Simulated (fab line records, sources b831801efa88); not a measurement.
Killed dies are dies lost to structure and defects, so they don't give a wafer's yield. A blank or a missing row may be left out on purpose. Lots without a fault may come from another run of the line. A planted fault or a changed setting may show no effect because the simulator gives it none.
fab line records | flow sky130
record lots=5 wafers=15 last_day=50
route steps=708 shown PASSIVATION@686 PAD_OPEN@694
lots that met no fault: from a run of the same line without faults
start_h: hours from the record's first day to the start of the lot's first wafer shown | wait_h: hours since the lot's step before | " the same as in the row above | L1.1+2: a row that stands for several wafers | - no value, or no start given | * or withheld: withheld | < > ~ a bound
route shown NAME@n: a module of which the file shows steps, and the number in the route of the first | usual: mean/standard deviation of fault-free wafers | same: alike in all rows | chamber/n: place in a boat | sites: the reading at each site | _std_site: their standard deviation | _edge_site: outer sites' mean less inner sites' | radius_mm: how far each site lies from the wafer's centre | mask NAME#n: copy n | behind: the tool/chamber that last shaped the wafer | hold: why the lot was held/for how many hours/how that ended | device: the transistor (n, p or np) that didn't switch | end of line: the same wafers' tests at the end of the route | a step without rows: its recipe alone | killed: dies lost to structure and defects at the first sort, not the wafer's yield | map: a wafer's dies, x killed, . not, _ none there
set.NAME: the setting as run; set.NAME@STEP: as run at that earlier step | model.NAME: the simulator's own value behind a step, which no gauge read
lots at some steps of the route; a table a step, a row a wafer
services: from which hour (start_h, from the record's first day; less than 0 if before it) a tool's chamber was out of use, for how many hours, and why
## steps
# step SKY_PASSIVATION_HMDS_05
# recipe prime_time_s=60 prime_temp_c=120
# same prime_time_s=60
# columns lot.wafer tool chamber start_h wait_h
L082.1+3+4 litho_track-02 0 1098.61 0.1
L083.1+2+5 litho_track-03 0 1104.08 0.1
L087.3+5+6 litho_track-04 0 1123.52 0.1
L088.1+4+5 litho_track-03 0 1131.03 0.1
L097.1+3+6 litho_track-04 0 1173.52 0.1
# step SKY_PASSIVATION_COAT_06
# recipe spin_rpm=2000 resist_thk_nm=3000
# columns lot.wafer tool chamber start_h wait_h
L082.1+3+4 litho_track-02 0 1098.76 0.1
L083.1+2+5 litho_track-03 0 1104.23 0.1
L087.3+5+6 litho_track-04 0 1123.67 0.1
L088.1+4+5 litho_track-03 0 1131.18 0.1
L097.1+3+6 litho_track-04 0 1173.67 0.1
# step SKY_PASSIVATION_SOFTBAKE_07
# recipe temp_c=110 time_s=withheld
# columns lot.wafer tool chamber start_h wait_h
L082.1+3+4 litho_track-02 0 1098.91 0.1
L083.1+2+5 litho_track-03 0 1104.38 0.1
L087.3+5+6 litho_track-04 0 1123.84 0.1
L088.1+4+5 litho_track-03 0 1131.33 0.1
L097.1+3+6 litho_track-04 0 1173.82 0.1
# step SKY_PASSIVATION_EXPOSE_08
# recipe mask_id=NSM target_cd_nm=3000 na=0.57 dose_mj=260
# same na=0.57
# columns lot.wafer tool chamber start_h wait_h mask
L082.1+3+4 iline_stepper-01 0 - - NSM#0
L083.1+2+5 iline_stepper-01 0 - - NSM#0
L087.3+5+6 iline_stepper-01 0 - - NSM#0
L088.1+4+5 iline_stepper-02 0 - - NSM#0
L097.1+3+6 iline_stepper-02 0 - - NSM#0
# step SKY_PASSIVATION_PEB_09
# recipe temp_c=115 time_s=withheld
# columns lot.wafer tool chamber start_h wait_h
L082.1+3+4 litho_track-03 0 - -
L083.1+2+5 litho_track-02 0 - -
L087.3+5+6 litho_track-03 0 - -
L088.1+4+5 litho_track-03 0 - -
L097.1+3+6 litho_track-02 0 - -
# step SKY_PASSIVATION_DEVELOP_10
# recipe develop_time_s=60 dev_temp_c=23
# columns lot.wafer tool chamber start_h wait_h
L082.1+3+4 litho_track-03 0 - -
L083.1+2+5 litho_track-02 0 - -
L087.3+5+6 litho_track-03 0 - -
L088.1+4+5 litho_track-03 0 - -
L097.1+3+6 litho_track-02 0 - -
# step SKY_PASSIVATION_ETCH_11
# recipe chemistry=CF4/O2 target_depth_nm=725 stop_on=AlCu source_w=800 bias_w=150 pressure_mtorr=150 cf4_flow_sccm=80 O2_flow_sccm=10 time_s=161.1
# usual drypump_motor_current_A=5.8/0.47 oes_product_au=0.973/0.0073 throttle_valve_pct=5.962/0.0085
# columns lot.wafer tool chamber start_h wait_h drypump_motor_current_A oes_product_au rf_hours_counter_h throttle_valve_pct
L082.1 rie_diel-02 3 1108.73 - 5.0 0.973 20 5.967
L082.3 " 2 " " 5.1 0.969 23 5.971
L082.4 " 1 " " 6.0 0.983 21 5.977
L083.1 rie_diel-03 3 1113.56 - 5.9 0.975 18 5.978
L083.2 " 2 " " 5.7 0.972 21 5.969
L083.5 " 2 " " 5.7 0.983 - 5.966
L087.3 rie_diel-02 0 1132.88 - 6.7 0.977 24 5.962
L087.5 " 0 " " 6.7 0.977 - 5.950
L087.6 " 1 " " 6.0 0.980 - 5.959
L088.1 rie_diel-02 2 1140.88 - 5.1 0.967 24 5.969
L088.4 " 3 " " 5.0 0.980 21 5.970
L088.5 " 3 " " 5.0 0.976 - 5.963
L097.1 rie_diel-03 1 1180.61 - 5.9 0.963 1 5.972
L097.3 " 3 " " 5.8 0.962 20 5.936
L097.6 " 3 " " 5.8 0.971 - 5.966
# step SKY_PASSIVATION_STRIP_12
# recipe chemistry=O2/N2 power_w=1400 pressure_mtorr=1500 platen_temp_c=withheld overash_fraction=0.7 o2_flow_sccm=3000 n2_flow_sccm=300
# usual drypump_motor_current_A=5.63/0.26 oes_product_au=0.660/0.0045 strip_time_to_endpoint_s=31.49/0.17
# columns lot.wafer tool chamber start_h wait_h drypump_motor_current_A oes_product_au rf_hours_counter_h strip_time_to_endpoint_s
L082.1 plasma_asher-04 1 1108.84 0.1 5.96 0.659 68 31.32
L082.3 " 0 " " 5.66 0.660 - 31.35
L082.4 " 1 " " 5.92 0.658 - 31.19
L083.1 plasma_asher-04 1 1113.67 0.1 5.94 0.661 68 31.39
L083.2 " 0 " " 5.66 0.659 68 31.34
L083.5 " 1 " " 5.93 0.666 - 31.31
L087.3 plasma_asher-02 0 1133.02 0.1 5.77 0.669 - 31.66
L087.5 " 1 " " 5.19 0.662 - 31.81
L087.6 " 0 " " 5.75 0.659 - 31.80
L088.1 plasma_asher-03 0 1140.99 0.1 5.28 0.664 7 31.69
L088.4 " 0 " " 5.27 0.656 - 31.63
L088.5 " 1 " " 5.81 0.654 - 31.57
L097.1 plasma_asher-04 1 1180.72 0.1 5.94 0.658 75 31.58
L097.3 " 1 " " 5.98 0.659 - 31.57
L097.6 " 0 " " 5.65 0.656 - 31.59
# step SKY_PAD_OPEN_DEHYDRATE_00
# recipe temp_c=200 time_s=60
# columns lot.wafer tool chamber start_h wait_h
L082.1+3+4 litho_track-01 0 1117.38 8.5
L083.1+2+5 litho_track-03 0 1123.28 9.6
L087.3+5+6 litho_track-04 0 1141.77 8.7
L088.1+4+5 litho_track-04 0 1149.87 8.8
L097.1+3+6 litho_track-04 0 1188.12 7.4
# step SKY_PAD_OPEN_HMDS_01
# recipe prime_time_s=60 prime_temp_c=120
# same prime_time_s=60
# columns lot.wafer tool chamber start_h wait_h
L082.1+3+4 litho_track-01 0 1117.53 0.1
L083.1+2+5 litho_track-03 0 1123.43 0.1
L087.3+5+6 litho_track-04 0 1141.92 0.1
L088.1+4+5 litho_track-04 0 1150.02 0.1
L097.1+3+6 litho_track-04 0 1188.27 0.1
# step SKY_PAD_OPEN_COAT_02
# recipe spin_rpm=2000 resist_thk_nm=3000
# columns lot.wafer tool chamber start_h wait_h
L082.1+3+4 litho_track-01 0 1117.68 0.1
L083.1+2+5 litho_track-03 0 1123.58 0.1
L087.3+5+6 litho_track-04 0 1142.07 0.1
L088.1+4+5 litho_track-04 0 1150.17 0.1
L097.1+3+6 litho_track-04 0 1188.42 0.1
# step SKY_PAD_OPEN_SOFTBAKE_03
# recipe temp_c=110 time_s=withheld
# columns lot.wafer tool chamber start_h wait_h
L082.1+3+4 litho_track-01 0 1117.83 0.1
L083.1+2+5 litho_track-03 0 1123.73 0.1
L087.3+5+6 litho_track-04 0 1142.24 0.1
L088.1+4+5 litho_track-04 0 1150.32 0.1
L097.1+3+6 litho_track-04 0 1188.57 0.1
# step SKY_PAD_OPEN_EXPOSE_04
# recipe mask_id=PDM target_cd_nm=60000 na=0.57 dose_mj=260
# same na=0.57
# columns lot.wafer tool chamber start_h wait_h mask
L082.1+3+4 iline_stepper-01 0 - - PDM#0
L083.1+2+5 iline_stepper-02 0 - - PDM#0
L087.3+5+6 iline_stepper-01 0 - - PDM#0
L088.1+4+5 iline_stepper-01 0 - - PDM#0
L097.1+3+6 iline_stepper-01 0 - - PDM#0
# step SKY_PAD_OPEN_PEB_05
# recipe temp_c=115 time_s=withheld
# columns lot.wafer tool chamber start_h wait_h
L082.1+3+4 litho_track-03 0 - -
L083.1+2+5 litho_track-03 0 - -
L087.3+5+6 litho_track-01 0 - -
L088.1+4+5 litho_track-01 0 - -
L097.1+3+6 litho_track-04 0 - -
# step SKY_PAD_OPEN_DEVELOP_06
# recipe develop_time_s=60 dev_temp_c=23
# columns lot.wafer tool chamber start_h wait_h
L082.1+3+4 litho_track-03 0 - -
L083.1+2+5 litho_track-03 0 - -
L087.3+5+6 litho_track-01 0 - -
L088.1+4+5 litho_track-01 0 - -
L097.1+3+6 litho_track-04 0 - -
# step SKY_PAD_OPEN_ETCH_07
# recipe chemistry=CF4/O2 target_depth_nm=725 stop_on=AlCu source_w=800 bias_w=150 pressure_mtorr=150 cf4_flow_sccm=80 O2_flow_sccm=10 time_s=161.1
# usual drypump_motor_current_A=5.8/0.56 oes_product_au=0.973/0.0078 throttle_valve_pct=5.963/0.0082
# columns lot.wafer tool chamber start_h wait_h drypump_motor_current_A oes_product_au rf_hours_counter_h throttle_valve_pct
L082.1 rie_diel-02 1 1128.13 - 6.0 0.983 22 5.958
L082.3 " 0 " " 6.7 0.971 24 5.962
L082.4 " 3 " " 5.0 0.980 21 5.965
L083.1 rie_diel-01 2 1133.23 - 5.9 0.971 18 5.962
L083.2 " 1 " " 5.6 0.963 13 5.962
L083.5 " 2 " " 5.9 0.984 - 5.974
L087.3 rie_diel-02 1 1151.43 - 6.0 0.975 23 5.979
L087.5 " 3 " " 5.0 0.980 - 5.957
L087.6 " 0 " " 6.7 0.982 - 5.961
L088.1 rie_diel-02 0 1159.03 - 6.7 0.976 26 5.973
L088.4 " 3 " " 5.0 0.981 - 5.956
L088.5 " 0 " " 6.7 0.973 - 5.965
L097.1 rie_diel-02 0 1196.12 - 6.7 0.966 28 5.970
L097.3 " 1 " " 6.0 0.966 25 5.959
L097.6 " 0 " " 6.7 0.971 - 5.977
# step SKY_PAD_OPEN_STRIP_08
# recipe chemistry=O2/N2 power_w=1400 pressure_mtorr=1500 platen_temp_c=withheld overash_fraction=0.7 o2_flow_sccm=3000 n2_flow_sccm=300
# usual drypump_motor_current_A=5.61/0.21 oes_product_au=0.663/0.0044 strip_time_to_endpoint_s=37.08/0.094
# columns lot.wafer tool chamber start_h wait_h drypump_motor_current_A oes_product_au rf_hours_counter_h strip_time_to_endpoint_s
L082.1 plasma_asher-03 1 1128.24 0.1 5.74 0.666 6 37.17
L082.3 " 1 " " 5.75 0.666 - 37.10
L082.4 " 0 " " 5.28 0.669 - 37.10
L083.1 plasma_asher-04 0 1133.34 0.1 5.69 0.663 70 37.25
L083.2 " 1 " " 5.93 0.658 70 37.20
L083.5 " 1 " " 5.94 0.662 - 37.19
L087.3 plasma_asher-04 0 1151.57 0.1 5.67 0.668 - 37.09
L087.5 " 0 " " 5.68 0.662 - 37.10
L087.6 " 1 " " 5.98 0.669 - 37.20
L088.1 plasma_asher-01 1 1159.14 0.1 5.46 0.657 105 37.10
L088.4 " 0 " " 5.58 0.667 - 37.08
L088.5 " 0 " " 5.58 0.656 - 37.04
L097.1 plasma_asher-03 1 1196.23 0.1 5.79 0.658 13 36.96
L097.3 " 1 " " 5.73 0.665 - 37.03
L097.6 " 0 " " 5.25 0.651 - 37.05
# step SKY_PAD_OPEN_STRIP_09
# recipe chemistry=post_etch_residue_remover time_s=1200 temp_c=72.5
# usual bath_heat_duty_pct=15.0/1.2
# columns lot.wafer tool chamber start_h wait_h bath_heat_duty_pct
L082.1 wet_bench-03 3 1128.38 0.1 13.4
L082.3 " 3 " " 13.0
L082.4 " 3 " " 13.8
L083.1 wet_bench-03 2 1133.63 0.3 14.3
L083.2 " 2 " " 15.3
L083.5 " 2 " " 15.0
L087.3 wet_bench-04 2 1151.75 0.1 15.4
L087.5 " 2 " " 15.1
L087.6 " 2 " " 14.1
L088.1 wet_bench-04 2 1159.24 0.1 15.6
L088.4 " 2 " " 16.0
L088.5 " 2 " " 16.8
L097.1 wet_bench-04 2 1196.33 0.1 14.7
L097.3 " 2 " " 13.8
L097.6 " 2 " " 14.8
# step SKY_PAD_OPEN_CLEAN_10
# recipe chemistry=IPA time_s=180 temp_c=25
# usual bath_heat_duty_pct=6.4/0.81
# columns lot.wafer tool chamber start_h wait_h bath_heat_duty_pct
L082.1 wet_bench-01 0 1128.99 0.3 4.7
L082.3 " 0 " " 5.5
L082.4 " 0 " " 5.1
L083.1 wet_bench-03 1 1134.18 0.2 6.0
L083.2 " 1 " " 5.6
L083.5 " 1 " " 6.1
L087.3 wet_bench-04 2 1152.15 0.1 7.0
L087.5 " 2 " " 5.9
L087.6 " 2 " " 6.3
L088.1 wet_bench-04 0 1159.58 0.0 7.0
L088.4 " 0 " " 7.1
L088.5 " 0 " " 7.4
L097.1 wet_bench-04 0 1196.67 0.0 7.8
L097.3 " 0 " " 6.6
L097.6 " 0 " " 7.3
# step SKY_PAD_OPEN_CLEAN_11
# recipe chemistry=O3/DIW dry=n2_spin
# columns lot.wafer tool chamber start_h wait_h
L082.1+3+4 wet_bench-01 2 1129.05 0.0
L083.1+2+5 wet_bench-03 3 1134.33 0.1
L087.3+5+6 wet_bench-04 2 1152.30 0.1
L088.1+4+5 wet_bench-04 1 1159.64 0.0
L097.1+3+6 wet_bench-04 3 1196.73 0.0
# step SKY_PAD_OPEN_ANNEAL_12
# recipe temp_c=400 time_s=withheld ambient=N2/H2 idle_temp_c=300 ramp_up_c_per_min=8 ramp_down_c_per_min=4
# usual spike_tc_bottom_C=426.7/1.6 spike_tc_lower_C=399.0/1 tube_center_temp_C_max=401.02/0.17 zone_power_bottom_pct=6.4/0.57
# columns lot.wafer tool chamber start_h wait_h spike_tc_bottom_C spike_tc_lower_C tube_center_temp_C_max zone_power_bottom_pct
L082.1 furnace-02 0 1129.14 0.0 427.1 398.8 401.00 7.0
L082.3 " 0 " " 427.8 398.9 401.02 7.0
L082.4 " 0 " " 428.9 398.6 401.03 7.0
L083.1 furnace-01 0 1134.42 0.0 426.2 400.7 400.95 5.9
L083.2 " 0 " " 425.9 399.1 400.88 5.9
L083.5 " 0 " " 424.5 398.5 400.95 5.9
L087.3 furnace-01 0 1152.39 0.0 426.4 397.9 401.08 6.0
L087.5 " 0 " " 426.7 398.0 400.81 6.1
L087.6 " 0 " " 427.7 400.7 400.92 6.0
L088.1 furnace-01 0 1159.73 0.0 426.0 398.8 400.75 6.0
L088.4 " 0 " " 426.3 398.6 400.94 5.9
L088.5 " 0 " " 425.3 398.4 401.27 5.9
L097.1 furnace-02 0 1196.82 0.0 426.7 399.2 401.02 7.1
L097.3 " 0 " " 428.2 398.5 400.70 7.1
L097.6 " 0 " " 429.1 398.5 401.23 7.0
# step SKY_PAD_OPEN_BOW_MEAS_13
# recipe mode=bow
# usual PAD_OPEN_BOW=47/9.4
# columns lot.wafer tool chamber start_h wait_h PAD_OPEN_BOW[um]
L082.1 film_metro-04 - 1130.64 - 50
L082.3 " - " " 49
L082.4 " - " " 31
L083.1 film_metro-01 - 1135.92 - 34
L083.2 " - " " 43
L083.5 " - " " 35
L087.3 film_metro-02 - 1153.93 - 59
L087.5 " - " " 50
L087.6 " - " " 61
L088.1 film_metro-02 - 1161.23 - 29
L088.4 " - " " 59
L088.5 " - " " 46
L097.1 film_metro-02 - 1198.32 - 45
L097.3 " - " " 44
L097.6 " - " " 55
# step SKY_PAD_OPEN_PROBE_99
# usual defect_limited_yield=82.7/1.8 killed_at_M0_to_M3=42/7.5 killed_at_M4_up=3.2/1.7 killed_at_contacts=24/5.1 killed_at_front_end=15/4.1 killed_at_other=0.3/0.58 killed_dies=85/8.9 killed_open=46/6.4 killed_short=39/6
# same gross_dies=492 killed_at_back_side=0
# columns lot.wafer tool chamber start_h wait_h defect_limited_yield[%] killed_at_M0_to_M3 killed_at_M4_up killed_at_contacts killed_at_front_end killed_at_other killed_dies killed_open killed_short
L082.1 prober-01 - 1130.76 0.1 80.7 43 8 26 18 0 95 52 42
L082.3 prober-01 - 1130.86 0.2 82.1 45 4 30 9 0 88 48 39
L082.4 prober-01 - 1130.91 0.2 79.9 52 5 20 22 0 99 49 48
L087.3 prober-02 - 1154.11 0.2 81.9 56 4 16 12 1 89 54 35
L087.5 prober-02 - 1154.21 0.2 81.5 47 8 22 13 1 91 51 39
L087.6 prober-02 - 1154.26 0.2 83.5 45 3 20 13 0 81 51 30
# killed by level:class
L082.1 CONTACT:geometric_particle:open=11 VIA1:geometric_particle:open=10 LI_CONTACT:geometric_particle:open=8 FIELD_ISO:geometric_particle:short=5 CONTACT:geometric_particle:short=5 VIA2:geometric_particle:open=5 VIA3:geometric_particle:short=5 POLY_GATE:geometric_particle:open=4
L082.3 CONTACT:geometric_particle:open=13 LOCAL_INTERCONNECT:geometric_particle:short=8 VIA1:geometric_particle:open=8 METAL3:geometric_particle:short=7 VIA2:geometric_particle:open=7 CONTACT:geometric_particle:short=5 METAL1:geometric_particle:short=5 VIA3:geometric_particle:open=5
L082.4 VIA1:geometric_particle:open=15 METAL2:geometric_particle:short=8 VIA3:geometric_particle:open=7 LI_CONTACT:geometric_particle:open=6 CONTACT:geometric_particle:short=5 VIA1:geometric_particle:short=5 FIELD_ISO:geometric_particle:short=4 POLY_GATE:geometric_particle:open=4
L087.3 VIA3:geometric_particle:open=12 VIA2:geometric_particle:open=10 VIA1:geometric_particle:open=8 CONTACT:geometric_particle:open=8 VIA1:geometric_particle:short=7 METAL2:geometric_particle:short=7 METAL1:geometric_particle:short=5 FIELD_ISO:geometric_particle:short=3
L087.5 VIA1:geometric_particle:open=13 CONTACT:geometric_particle:open=8 VIA2:geometric_particle:open=8 METAL2:geometric_particle:short=7 LI_CONTACT:geometric_particle:open=6 METAL1:geometric_particle:short=5 VIA1:geometric_particle:short=5 FIELD_ISO:geometric_particle:short=4
L087.6 VIA1:geometric_particle:open=16 CONTACT:geometric_particle:open=8 VIA3:geometric_particle:open=6 VIA2:geometric_particle:open=5 FIELD_ISO:geometric_particle:open=4 LI_CONTACT:geometric_particle:short=4 METAL2:geometric_particle:short=4 POLY_GATE:geometric_particle:short=3
## services
# columns tool chamber start_h hours kind
rie_diel-01 - 1084.97 14.6 pm
rie_diel-03 1 1098.19 - clean
rie_diel-03 1 1098.19 40.3 scheduled_down
rie_diel-03 1 1098.19 40.3 vent_cycle
rie_diel-03 0 1104.64 7.3 repair
wet_bench-04 - 1121.35 15.8 repair
rie_diel-01 2 1122.88 10.2 repair
iline_stepper-02 0 1135.20 - calibration
rie_diel-01 0 1136.26 4.1 repair
rie_diel-03 - 1150.53 15.6 pm
rie_diel-02 2 1157.18 10.5 repair
furnace-02 - 1158.28 11.9 pm
furnace-02 - 1170.15 2.5 pm
rie_diel-03 0 1170.71 21.5 repair
furnace-02 - 1189.92 4.0 pm
## key
fault none
